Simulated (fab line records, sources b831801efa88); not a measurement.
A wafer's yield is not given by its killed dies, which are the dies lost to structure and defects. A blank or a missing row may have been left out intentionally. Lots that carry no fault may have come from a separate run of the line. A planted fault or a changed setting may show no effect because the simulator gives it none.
What tool caused it? | flow sky130 | Sampling: 12 lots, 36 wafers, 5 of 708 route steps

WHAT THE GAUGES READ, wafer by wafer
No reading from a measuring or inspecting step in the record can be judged against a usual standard deviation.

WHAT TOOL EACH LOT RAN ON (gives the tool, then ch and the chambers of the sampled wafers, and finally the start)
lot  | SKY_FIELD_ISO_ETCH_15             | SKY_SONOS_TUNNEL_CLEAN_13       | SKY_CONTACT_CMP_04            | SKY_CONTACT_ETCH_16                | SKY_PAD_OPEN_PROBE_99
L621 | rie diel-01 ch 1,3, day 2 13:47   | wet bench-02 ch 1, day 11 23:53 | cmp-01 ch 1,3, day 30 23:23   | rie diel-02 ch 0,3, day 32 03:17   | -
L624 | rie diel-02 ch 0,2, day 3 11:47   | wet bench-03 ch 0, day 13 03:54 | cmp-01 ch 0,2, day 32 08:14   | rie diel-01 ch 2,3, day 33 11:23   | -
L625 | rie diel-03 ch 0,1, day 3 13:59   | wet bench-04 ch 3, day 13 10:30 | cmp-01 ch 1,2, day 32 11:47   | rie diel-01 ch 2,3, day 33 14:19   | -
L626 | rie diel-01 ch 1,2,3, day 3 18:14 | wet bench-02 ch 2, day 13 17:22 | cmp-02 ch 0,1,3, day 32 18:27 | rie diel-02 ch 0,1,2, day 33 21:38 | -
L627 | rie diel-01 ch 0,1,3, day 3 22:02 | wet bench-04 ch 1, day 14 01:45 | cmp-02 ch 0,2, day 33 15:36   | rie diel-02 ch 0,1,2, day 34 18:41 | -
L631 | rie diel-02 ch 0,3, day 4 17:35   | wet bench-02 ch 2, day 15 06:09 | cmp-01 ch 0,1, day 34 10:11   | rie diel-04 ch 0,2, day 35 13:07   | -
L633 | rie diel-02 ch 3, day 5 06:19     | wet bench-02 ch 0, day 15 23:23 | cmp-01 ch 0,1,2, day 35 01:09 | rie diel-04 ch 1,3, day 36 05:16   | -
L634 | rie diel-03 ch 1,2, day 5 11:25   | wet bench-03 ch 1, day 16 11:15 | cmp-02 ch 0,1,3, day 35 10:12 | rie diel-04 ch 1,3, day 36 14:47   | -
L635 | rie diel-02 ch 0,2, day 5 17:23   | wet bench-02 ch 2, day 16 21:00 | cmp-02 ch 1,2,3, day 35 18:45 | rie diel-02 ch 2,3, day 36 22:34   | prober-02, day 49 16:40
L637 | rie diel-03 ch 0,3, day 6 02:40   | wet bench-03 ch 3, day 17 04:45 | cmp-02 ch 1,2,3, day 35 22:02 | rie diel-02 ch 0,1,2, day 37 02:13 | -
L638 | rie diel-01 ch 0,3, day 6 07:56   | wet bench-03 ch 0, day 17 18:45 | cmp-02 ch 0,1,3, day 36 13:25 | rie diel-04 ch 0,2,3, day 37 15:55 | -
L642 | rie diel-02 ch 1,2, day 7 07:16   | wet bench-03 ch 1, day 19 06:35 | cmp-01 ch 0,3, day 37 20:04   | rie diel-01 ch 1,2, day 38 22:07   | -
- SKY_FIELD_ISO_ETCH_15: etches the open film in CHF3/O2, stops on Si, target depth 180 nm, time 72 s.
- SKY_SONOS_TUNNEL_CLEAN_13: cleans in dHF, time 20 s.
- SKY_CONTACT_CMP_04: polishes SiO2.
- SKY_CONTACT_ETCH_16: etches BARC in N2/H2, stops on SiO2, time 45.9 s, target depth 60 nm.
- SKY_PAD_OPEN_PROBE_99

WHAT THE TOOLS THEMSELVES READ (means of the sampled wafers that have a number; where no wafer has one, the mark that the record gives instead)
SKY_FIELD_ISO_ETCH_15. Usual: chamber pressure mTorr 40.00 mTorr, standard deviation 0.039; chf3 flow sccm 50.00 sccm, standard deviation 0.15; drypump motor current A 5.9 A, standard deviation 0.48; oes product au 0.946 a.u., standard deviation 0.0071; throttle valve pct 8.844 %, standard deviation 0.0093.
lot  | tool        | chamber pressure mTorr (mTorr) | chf3 flow sccm (sccm) | drypump motor current A (A) | oes product au (a.u.) | throttle valve pct (%) | flag
L621 | rie diel-01 | 40.01                          | 50.01                 | 5.6                         | 0.948                 | 8.845                  |
L624 | rie diel-02 | 40.00                          | 50.11                 | 6.1                         | 0.943                 | 8.834                  |
L625 | rie diel-03 | 40.02                          | 50.18                 | 5.3                         | 0.953                 | 8.849                  |
L626 | rie diel-01 | 39.98                          | 50.13                 | 5.6                         | 0.954                 | 8.852                  |
L627 | rie diel-01 | 39.97                          | 49.97                 | 5.6                         | 0.928                 | 8.851                  |
L631 | rie diel-02 | 40.01                          | 49.99                 | 6.5                         | 0.939                 | 8.832                  |
L633 | rie diel-02 | 39.98                          | 49.85                 | 6.0                         | 0.940                 | 8.844                  |
L634 | rie diel-03 | 39.99                          | 50.11                 | 5.2                         | 0.948                 | 8.841                  |
L635 | rie diel-02 | 40.01                          | 50.13                 | 6.5                         | 0.941                 | 8.832                  |
L637 | rie diel-03 | 40.00                          | 50.06                 | 5.6                         | 0.946                 | 8.852                  |
L638 | rie diel-01 | 40.04                          | 49.87                 | 5.6                         | 0.944                 | 8.838                  |
L642 | rie diel-02 | 39.97                          | 49.87                 | 6.0                         | 0.941                 | 8.845                  |

SKY_SONOS_TUNNEL_CLEAN_13. Usual: 48.8 s for run length s, sd 2.2.
lot  | tool         | run length s (s) | flag
L621 | wet bench-02 | 46.5             |
L624 | wet bench-03 | 51.9             |
L625 | wet bench-04 | 47.2             |
L626 | wet bench-02 | 50.9             |
L627 | wet bench-04 | 47.6             |
L631 | wet bench-02 | 47.1             |
L633 | wet bench-02 | -                | OFF
L634 | wet bench-03 | -                | OFF
L635 | wet bench-02 | -                | OFF
L637 | wet bench-03 | 48.0             |
L638 | wet bench-03 | 47.6             |
L642 | wet bench-03 | 53.2             |

SKY_CONTACT_CMP_04. Usual: motor current A 12.7 A, standard deviation 1.3; retaining ring pressure frac 1.000, standard deviation 0.0051; time to endpoint s 82 s, standard deviation 5.1.
lot  | tool   | motor current A (A) | retaining ring pressure frac | time to endpoint s (s) | flag
L621 | cmp-01 | 13.9                | 1.001                        | 77                     |
L624 | cmp-01 | 12.9                | 1.001                        | 90                     |
L625 | cmp-01 | 13.1                | 0.996                        | 74                     |
L626 | cmp-02 | 13.0                | 1.001                        | 85                     |
L627 | cmp-02 | 13.1                | 1.000                        | 79                     |
L631 | cmp-01 | 11.9                | 1.001                        | 77                     |
L633 | cmp-01 | 12.0                | 0.999                        | 83                     |
L634 | cmp-02 | 12.6                | 0.999                        | 79                     |
L635 | cmp-02 | 12.0                | 0.999                        | 83                     |
L637 | cmp-02 | 12.1                | 1.001                        | 81                     |
L638 | cmp-02 | 12.9                | 0.995                        | 87                     |
L642 | cmp-01 | 12.1                | 1.006                        | 84                     |

SKY_CONTACT_ETCH_16. Usual: chamber pressure mTorr 29.999 mTorr, standard deviation 0.028; drypump motor current A 6.0 A, standard deviation 0.41; oes product au 0.854 a.u., standard deviation 0.0044; throttle valve pct 13.226 %, standard deviation 0.0083.
lot  | tool        | chamber pressure mTorr (mTorr) | drypump motor current A (A) | oes product au (a.u.) | throttle valve pct (%) | flag
L621 | rie diel-02 | 29.993                         | 6.5                         | 0.854                 | 13.225                 |
L624 | rie diel-01 | 30.001                         | 5.5                         | 0.851                 | 13.227                 |
L625 | rie diel-01 | 29.990                         | 5.5                         | 0.853                 | 13.228                 |
L626 | rie diel-02 | 30.001                         | 6.3                         | 0.856                 | 13.230                 |
L627 | rie diel-02 | 30.009                         | 6.3                         | 0.851                 | 13.238                 |
L631 | rie diel-04 | 29.993                         | 6.1                         | 0.851                 | 13.223                 |
L633 | rie diel-04 | 29.969                         | 5.8                         | 0.851                 | 13.222                 |
L634 | rie diel-04 | 29.989                         | 6.0                         | 0.848                 | 13.221                 |
L635 | rie diel-02 | 30.000                         | 5.9                         | 0.854                 | 13.226                 |
L637 | rie diel-02 | 29.971                         | 6.3                         | 0.852                 | 13.228                 |
L638 | rie diel-04 | 29.986                         | 6.0                         | 0.855                 | 13.223                 |
L642 | rie diel-01 | 30.007                         | 5.6                         | 0.858                 | 13.233                 |

SKY_PAD_OPEN_PROBE_99. Usual: killed_at_M0_to_M3 44, standard deviation 7.9; killed_at_M4_up 3.1, standard deviation 2; killed at contacts 23, standard deviation 4.9; killed at front end 15, standard deviation 3.9; killed at other 0.2, standard deviation 0.49; killed dies 86, standard deviation 10; killed open 47, standard deviation 7.1; killed short 39, standard deviation 7.1.
lot  | tool      | killed_at_M0_to_M3 | killed_at_M4_up | killed at contacts | killed at front end | killed at other | killed dies | killed open | killed short | flag
L635 | prober-02 | 66                 | 1.0             | 25                 | 24                  | 0.0             | 116         | 67          | 49           |

THE ANSWER, worked out from the rows above alone
Rule: a lot is off if the mean of its wafers that have a number lies more than 3 standard deviations from the usual mean. A lot without any number at a reading at which 4 lots or more have one is off too. All remaining lots with rows at the step are treated as sound. After the gauges, taken in route order, come the tools' own readings; for these a lot's mean is taken, as printed above. At the first step where some lot is off, the reading lying furthest off is the one used; lots without a number count as furthest.
Off: L633, L634, L635, at SKY_SONOS_TUNNEL_CLEAN_13 (run length s). Without a number there: L633, L634, L635.
A tool fits if, at that step or a process step before it, it ran every lot that is off, and no sound lot after the first of them. None of those tried fits.

WHAT HAD BEEN PUT IN BY THE SIMULATOR
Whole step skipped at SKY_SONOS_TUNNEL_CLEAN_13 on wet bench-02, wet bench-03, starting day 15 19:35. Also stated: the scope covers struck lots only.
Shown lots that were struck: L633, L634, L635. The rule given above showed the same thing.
